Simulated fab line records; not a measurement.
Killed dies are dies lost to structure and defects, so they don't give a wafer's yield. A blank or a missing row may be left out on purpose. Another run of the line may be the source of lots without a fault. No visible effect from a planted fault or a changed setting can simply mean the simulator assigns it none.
One fault seen from 2 desks -- flow sky130 -- what lay behind the numbers comes last; until then each desk has only its own

## TOOL OWNER'S DESK, implanter-04
SKY_VT_ADJUST_NCORE_IMPLANT_09, tool's own readings: per-lot mean of the sampled wafers with a number, covering each lot this tool ran. The brackets show how far a lot's mean lies from the usual mean; more than 4 standard deviations puts the lot out of limits, marked OUT.
Columns: A = beamEnergyKeV at SKY_VT_ADJUST_NCORE_IMPLANT_09, usual 9.932; B = doseIonsCm2 at SKY_VT_ADJUST_NCORE_IMPLANT_09, usual 2.3996e+12; C = faradayCurrentUA at SKY_VT_ADJUST_NCORE_IMPLANT_09, usual 13.48
lot,first seen here,A,B,C
L744,day 9 03:19,9.932,2.3982e+12,13.28
L746,day 9 19:32,9.932,2.4060e+12,13.64
L750,day 10 21:40,9.933,2.3913e+11 (-99 or more) OUT,1.34 (-43) OUT
L753,day 11 18:41,9.938,2.3483e+11 (-99 or more) OUT,1.35 (-43) OUT
Finding of this desk: L750, L753 out of limits; the first was L750 at day 10 21:40, on doseIonsCm2 at SKY_VT_ADJUST_NCORE_IMPLANT_09. L744, L746 stayed within limits.

## THE METROLOGY DESK
What the gauges read, lot by lot, whatever tool the lot ran on: means of the sampled wafers that have a number. The brackets show how far a lot's mean lies from the usual mean; more than 4 standard deviations puts the lot out of limits, marked OUT.
Columns: A = NWELL_2_TW at SKY_NWELL_TW_MEAS_26, usual 495; B = cdNm at SKY_VT_ADJUST_HVTP_CD_MEAS_07, usual 379.4 nm; C = VT_ADJUST_NCORE_TW at SKY_VT_ADJUST_NCORE_TW_MEAS_11, usual 216.9
lot,first seen here,A,B,C
L744,day 5 14:59,500,372.9,216.4
L745,day 6 00:23,498,381.9,215.9
L746,day 6 06:46,496,377.9,217.4
L750,day 7 03:52,488,380.5,118.7 (-61) OUT
L753,day 7 21:04,496,379.1,116.3 (-63) OUT
L756,day 8 14:49,491,379.4,217.6
L758,day 9 04:32,493,376.8,220.9
L760,day 9 20:36,491,377.5,216.4
L761,day 10 03:20,494,380.7,218.7
L762,day 10 04:58,498,376.4,218.7
L764,day 10 18:28,490,378.6,216.2
L765,day 11 03:37,495,380.8,217.3
This desk's finding: out of limits on L750, L753; first on L750, day 10 21:55 (VT_ADJUST_NCORE_TW at SKY_VT_ADJUST_NCORE_TW_MEAS_11). L744, L745, L746, L756, L758, L760, L761, L762, L764, L765 stayed within limits.

## TAKEN TOGETHER
At day 10 21:40, on L750, L753, the tool owner's desk was in a position to raise an alarm.
An alarm was possible from the metrology desk at day 10 21:55, on L750, L753.
SKY_VT_ADJUST_NCORE_IMPLANT_09 was run on implanter-04 by each of the lots named.

## WHAT WAS PUT IN BY THE SIMULATOR
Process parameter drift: implanter-04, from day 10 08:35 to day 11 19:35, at SKY_VT_ADJUST_NCORE_IMPLANT_09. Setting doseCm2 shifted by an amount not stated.
Lots struck among those shown: L750, L753.
Hours from the fault's start to each desk's first reading out of limits: the tool owner's desk, 13; the metrology desk, 13.
